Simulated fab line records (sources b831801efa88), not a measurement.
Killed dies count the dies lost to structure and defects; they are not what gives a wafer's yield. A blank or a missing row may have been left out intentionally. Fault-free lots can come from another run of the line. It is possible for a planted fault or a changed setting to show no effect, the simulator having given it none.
fab line records -- flow sfqLine -- part 2 of 2: steps 30 to 42 of 42
record lots=5, wafers=15, lastDay=87
route steps=325 shown M4@153 I4@163 JJ@178
lots that met no fault: from a run of the same line without faults
startH: hours from the record's opening day to when the first of the lot's shown wafers began -- waitH: time in hours since the lot's previous step -- " unchanged from the row above -- L1.1+2: a single row standing in for several wafers -- - no value present, or no start provided -- * or withheld: withheld -- < > ~ a bound
route shown NAME@n: a module of which the file shows steps, and the number in the route of the first -- usual: the fault-free wafers' mean and standard deviation -- same: alike in all rows -- chamber/n: place in a boat -- sites: per-site readings -- _std_site: their standard deviation -- _edge_site: the outer-site mean with the inner-site mean subtracted -- radiusMm: how far each site lies from the wafer's centre -- mask NAME#n: copy n -- behind: the most recent tool/chamber to have shaped the wafer -- hold: cause of the lot's hold/its duration in hours/its outcome -- device: transistor that didn't switch, given as n, p or np -- end of line: tests run on the same wafers once the route is complete -- a step given without rows: its recipe and nothing more -- killed: at the first sort, the dies lost to defects and structure; wafer yield is something else -- map: dies across one wafer; x = killed, . = not, _ = none there
set.NAME: the run value of the setting; set.NAME@STEP: its run value at that earlier step -- model.NAME: the simulator's own value behind a step, which no gauge read
lots at some steps of the route; a table a step, a row a wafer
services: from which hour (startH, from the record's first day; less than 0 if before it) a tool's chamber was out of use, for how many hours, and why
## steps
# step SFQ_TRILAYER_JJ_TRILAYER_DEP_SPUTTER_112
# recipe material=Nb, basePressurePa=1.33e-06, chamberPressurePa=0.1333, substrateTempC=20, targetThkNm=170, powerW=2000, timeS=113.3
# usual throttleValvePct=30.2/1.3
lot.wafer,tool,chamber,startH,waitH,throttleValvePct
L075.1,pvdSputter-06,-,1192.20,0.5,31.8
L075.2,pvdSputter-06,-,1192.20,0.5,30.2
L075.5,pvdSputter-06,-,1192.20,0.5,32.0
L077.2,pvdSputter-04,-,1210.89,0.5,31.3
L077.3,pvdSputter-04,-,1210.89,0.5,31.4
L077.4,pvdSputter-04,-,1210.89,0.5,28.3
L078.1,pvdSputter-03,-,1212.69,0.5,28.6
L078.3,pvdSputter-03,-,1212.69,0.5,31.2
L078.5,pvdSputter-03,-,1212.69,0.5,29.0
L081.2,pvdSputter-03,-,1219.69,0.5,28.8
L081.3,pvdSputter-03,-,1219.69,0.5,28.8
L081.6,pvdSputter-03,-,1219.69,0.5,31.0
L091.1,pvdSputter-06,-,1398.62,0.5,30.2
L091.3,pvdSputter-06,-,1398.62,0.5,32.0
L091.5,pvdSputter-06,-,1398.62,0.5,31.5
# step SFQ_JJ_RS_MEAS_929
# recipe thkMeasGauge=four-point-probe, reads=Nb_of_TRILAYER_JJ_TRILAYER_DEP_SPUTTER_112
# usual JJ_NB_RS=1.057/0.017
lot.wafer,tool,chamber,startH,waitH,JJ_NB_RS[ohm/sq]
L075.1,filmMetro-02,-,1192.28,0.0,1.046
L075.2,filmMetro-02,-,1192.28,0.0,1.057
L075.5,filmMetro-02,-,1192.28,0.0,1.049
L077.2,filmMetro-01,-,1210.99,0.1,1.044
L077.3,filmMetro-01,-,1210.99,0.1,1.053
L077.4,filmMetro-01,-,1210.99,0.1,1.052
L078.1,filmMetro-04,-,1212.77,0.0,1.088
L078.3,filmMetro-04,-,1212.77,0.0,1.080
L078.5,filmMetro-04,-,1212.77,0.0,1.079
L081.2,filmMetro-02,-,1219.79,0.1,1.069
L081.3,filmMetro-02,-,1219.79,0.1,1.073
L081.6,filmMetro-02,-,1219.79,0.1,1.070
L091.1,filmMetro-02,-,1398.70,0.0,1.045
L091.3,filmMetro-02,-,1398.70,0.0,1.038
L091.5,filmMetro-02,-,1398.70,0.0,1.050
# step SFQ_TRILAYER_JJ_CE_LITHO_COAT_119
# recipe resist=BARC, spinRpm=3000, resistThkNm=62
lot.wafer,tool,chamber,startH,waitH
L075.1+2+5,lithoTrack-03,0,1192.46,0.1
L077.2+3+4,lithoTrack-01,0,1211.20,0.1
L078.1+3+5,lithoTrack-01,0,1212.95,0.1
L081.2+3+6,lithoTrack-03,0,1220.00,0.1
L091.1+3+5,lithoTrack-04,0,1398.88,0.1
# step SFQ_TRILAYER_JJ_CE_LITHO_COAT_114
# recipe resist=KrF, spinRpm=3000, resistThkNm=600
lot.wafer,tool,chamber,startH,waitH
L075.1+2+5,lithoTrack-03,0,1192.76,0.2
L077.2+3+4,lithoTrack-01,0,1211.50,0.2
L078.1+3+5,lithoTrack-01,0,1213.25,0.2
L081.2+3+6,lithoTrack-03,0,1220.30,0.2
L091.1+3+5,lithoTrack-04,0,1399.18,0.2
# step SFQ_TRILAYER_JJ_CE_LITHO_SOFTBAKE_118
# recipe tempC=withheld, timeS=withheld, resist=KrF
lot.wafer,tool,chamber,startH,waitH
L075.1+2+5,lithoTrack-03,0,1193.06,0.2
L077.2+3+4,lithoTrack-01,0,1211.78,0.2
L078.1+3+5,lithoTrack-01,0,1213.55,0.2
L081.2+3+6,lithoTrack-03,0,1220.58,0.2
L091.1+3+5,lithoTrack-04,0,1399.48,0.2
# step SFQ_TRILAYER_JJ_CE_LITHO_EXPOSE_115
# recipe maskId=J5, na=0.6, sourceShape=conventional, sigmaOuter=0.65, targetCdNm=700, doseMj=14.4
lot.wafer,tool,chamber,startH,waitH,mask
L075.1+2+5,krfScanner-02,0,1224.06,-,J5#0
L077.2+3+4,krfScanner-02,0,1226.66,-,J5#0
L078.1+3+5,krfScanner-02,0,1227.66,-,J5#0
L081.2+3+6,krfScanner-02,0,1232.66,-,J5#0
L091.1+3+5,krfScanner-02,0,1399.63,-,J5#0
# step SFQ_TRILAYER_JJ_CE_LITHO_PEB_117
# recipe pebTempC=115, pebTimeS=60, resist=KrF
lot.wafer,tool,chamber,startH,waitH
L075.1+2+5,lithoTrack-04,0,1225.26,1.0
L077.2+3+4,lithoTrack-03,0,1227.68,0.8
L078.1+3+5,lithoTrack-04,0,1228.86,1.0
L081.2+3+6,lithoTrack-04,0,1233.68,0.8
L091.1+3+5,lithoTrack-04,0,1400.83,1.0
# step SFQ_TRILAYER_JJ_CE_LITHO_DEVELOP_116
# recipe timeS=60, resist=KrF
lot.wafer,tool,chamber,startH,waitH
L075.1+2+5,lithoTrack-04,0,1225.41,0.1
L077.2+3+4,lithoTrack-03,0,1227.83,0.1
L078.1+3+5,lithoTrack-04,0,1229.01,0.1
L081.2+3+6,lithoTrack-04,0,1233.83,0.1
L091.1+3+5,lithoTrack-04,0,1400.98,0.1
# step SFQ_JJ_OVL_MEAS_931
# usual J5_OVL=-4/6.9
lot.wafer,tool,chamber,startH,waitH,J5_OVL[nm]
L075.1,overlay-01,-,1225.56,0.1,-3
L075.2,overlay-01,-,1225.56,0.1,1
L075.5,overlay-01,-,1225.56,0.1,-10
L077.2,overlay-01,-,1227.96,0.1,-12
L077.3,overlay-01,-,1227.96,0.1,-10
L077.4,overlay-01,-,1227.96,0.1,-8
L078.1,overlay-01,-,1229.16,0.1,5
L078.3,overlay-01,-,1229.16,0.1,8
L078.5,overlay-01,-,1229.16,0.1,4
L081.2,overlay-01,-,1233.96,0.1,-7
L081.3,overlay-01,-,1233.96,0.1,-10
L081.6,overlay-01,-,1233.96,0.1,-16
L091.1,overlay-01,-,1401.13,0.1,-6
L091.3,overlay-01,-,1401.13,0.1,0
L091.5,overlay-01,-,1401.13,0.1,-5
# step SFQ_TRILAYER_JJ_CE_METRO_MEASURE_117
# usual cdNm=699.9/1.4
lot.wafer,tool,chamber,startH,waitH,cdNm
L075.1,cdSem-01,-,1225.59,0.0,699.0
L075.2,cdSem-01,-,1225.59,0.0,700.8
L075.5,cdSem-01,-,1225.59,0.0,701.0
L077.2,cdSem-01,-,1228.19,0.2,698.5
L077.3,cdSem-01,-,1228.19,0.2,699.0
L077.4,cdSem-01,-,1228.19,0.2,699.0
L078.1,cdSem-02,-,1229.19,0.0,698.0
L078.3,cdSem-02,-,1229.19,0.0,699.4
L078.5,cdSem-02,-,1229.19,0.0,698.4
L081.2,cdSem-01,-,1234.19,0.2,701.1
L081.3,cdSem-01,-,1234.19,0.2,700.2
L081.6,cdSem-01,-,1234.19,0.2,700.2
L091.1,cdSem-01,-,1401.16,0.0,701.7
L091.3,cdSem-01,-,1401.16,0.0,701.0
L091.5,cdSem-01,-,1401.16,0.0,701.0
# step SFQ_TRILAYER_JJ_CE_BARC_OPEN_RIE_150
# recipe maskMaterial=PR, chemistry=O2, targetDepthNm=240, target=BARC, icpW=600, biasW=80, pressureMtorr=10, timeS=80
# usual drypumpMotorCurrentA=5.6/0.63, oesProductAu=0.538/0.005
lot.wafer,tool,chamber,startH,waitH,drypumpMotorCurrentA,oesProductAu,rfHoursCounterH
L075.1,rieMetal-03,1,1226.79,1.0,5.2,0.543,106
L075.2,rieMetal-03,1,1226.79,1.0,5.2,0.541,-
L075.5,rieMetal-03,1,1226.79,1.0,5.3,0.535,-
L077.2,rieMetal-01,1,1229.19,0.8,6.7,0.532,99
L077.3,rieMetal-01,1,1229.19,0.8,6.7,0.535,-
L077.4,rieMetal-01,0,1229.19,0.8,5.1,0.540,-
L078.1,rieMetal-03,1,1230.39,1.0,5.3,0.533,108
L078.3,rieMetal-03,1,1230.39,1.0,5.3,0.534,-
L078.5,rieMetal-03,1,1230.39,1.0,5.2,0.546,-
L081.2,rieMetal-01,1,1235.19,0.8,6.6,0.544,100
L081.3,rieMetal-01,0,1235.19,0.8,5.1,0.534,-
L081.6,rieMetal-01,1,1235.19,0.8,6.7,0.533,-
L091.1,rieMetal-01,1,1402.36,1.0,6.7,0.540,124
L091.3,rieMetal-01,0,1402.36,1.0,5.1,0.538,-
L091.5,rieMetal-01,0,1402.36,1.0,5.1,0.533,-
# step SFQ_TRILAYER_JJ_CE_ETCH_RIE_118
# recipe target=Nb, stopOn=Al2O3, maskMaterial=PR, taperDeg=13.257, overEtchFrac=0.15, timeS=97.7, chemistry=SF6, targetDepthNm=170, icpW=600, biasW=80, pressureMtorr=10
# usual drypumpMotorCurrentA=5.6/0.63, oesProductAu=0.985/0.008
lot.wafer,tool,chamber,startH,waitH,drypumpMotorCurrentA,oesProductAu,rfHoursCounterH
L075.1,rieMetal-03,1,1226.98,0.2,5.3,0.981,106
L075.2,rieMetal-03,1,1226.98,0.2,5.2,0.978,-
L075.5,rieMetal-03,1,1226.98,0.2,5.2,0.989,-
L077.2,rieMetal-01,1,1229.28,0.1,6.6,0.978,99
L077.3,rieMetal-01,1,1229.28,0.1,6.6,0.987,-
L077.4,rieMetal-01,0,1229.28,0.1,5.1,0.982,-
L078.1,rieMetal-03,1,1230.58,0.2,5.2,0.977,108
L078.3,rieMetal-03,1,1230.58,0.2,5.3,0.979,-
L078.5,rieMetal-03,1,1230.58,0.2,5.2,0.979,-
L081.2,rieMetal-01,1,1235.28,0.1,6.7,0.980,100
L081.3,rieMetal-01,0,1235.28,0.1,5.1,0.985,-
L081.6,rieMetal-01,1,1235.28,0.1,6.7,0.983,-
L091.1,rieMetal-01,1,1402.45,0.1,6.6,0.983,124
L091.3,rieMetal-01,0,1402.45,0.1,5.1,1.000,-
L091.5,rieMetal-01,0,1402.45,0.1,5.1,0.982,-
# step SFQ_TRILAYER_JJ_ANODIZE_ANODIZE_119
# recipe currentDensityMaCm2=withheld, endCurrentDensityMaCm2=withheld, bathTempC=withheld
lot.wafer,tool,chamber,startH,waitH
L075.1+2+5,wetBench-05,"6,4,0",1227.19,0.2
L077.2+3+4,wetBench-05,"7,1,6",1229.39,0.1
L078.1+3+5,wetBench-06,"3,5,4",1230.79,0.2
L081.2+3+6,wetBench-05,"0,6,3",1235.39,0.1
L091.1+3+5,wetBench-05,"0,5,6",1402.56,0.1
## services
tool,chamber,startH,hours,kind
rieDiel-01,2,884.06,14.7,repair
krfScanner-02,-,884.81,0.8,pm
rieMetal-03,-,911.19,1.9,repair
krfScanner-02,-,923.83,0.1,repair
krfScanner-02,-,1004.02,1.3,pm
krfScanner-02,-,1041.32,1.0,pm
krfScanner-02,-,1054.32,0.8,pm
pvdSputter-03,-,1070.70,5.2,repair
krfScanner-02,-,1105.33,0.6,repair
pvdSputter-03,-,1150.09,2.5,repair
krfScanner-02,-,1177.68,1.3,pm
krfScanner-02,-,1191.68,0.5,repair
pvdSputter-03,-,1194.76,8.1,repair
rieMetal-03,0,1207.70,26.1,repair
krfScanner-02,-,1210.31,1.0,pm
pvdSputter-06,-,1211.40,1.4,repair
pvdSputter-06,-,1212.18,17.5,repair
pvdSputter-03,-,1284.03,39.2,repair
krfScanner-02,-,1290.00,3.6,pm
krfScanner-02,-,1313.64,29.9,repair
krfScanner-02,-,1340.24,0.3,repair
krfScanner-02,-,1353.78,1.3,pm
krfScanner-02,-,1378.47,1.0,pm
rieMetal-03,1,1384.04,4.1,repair
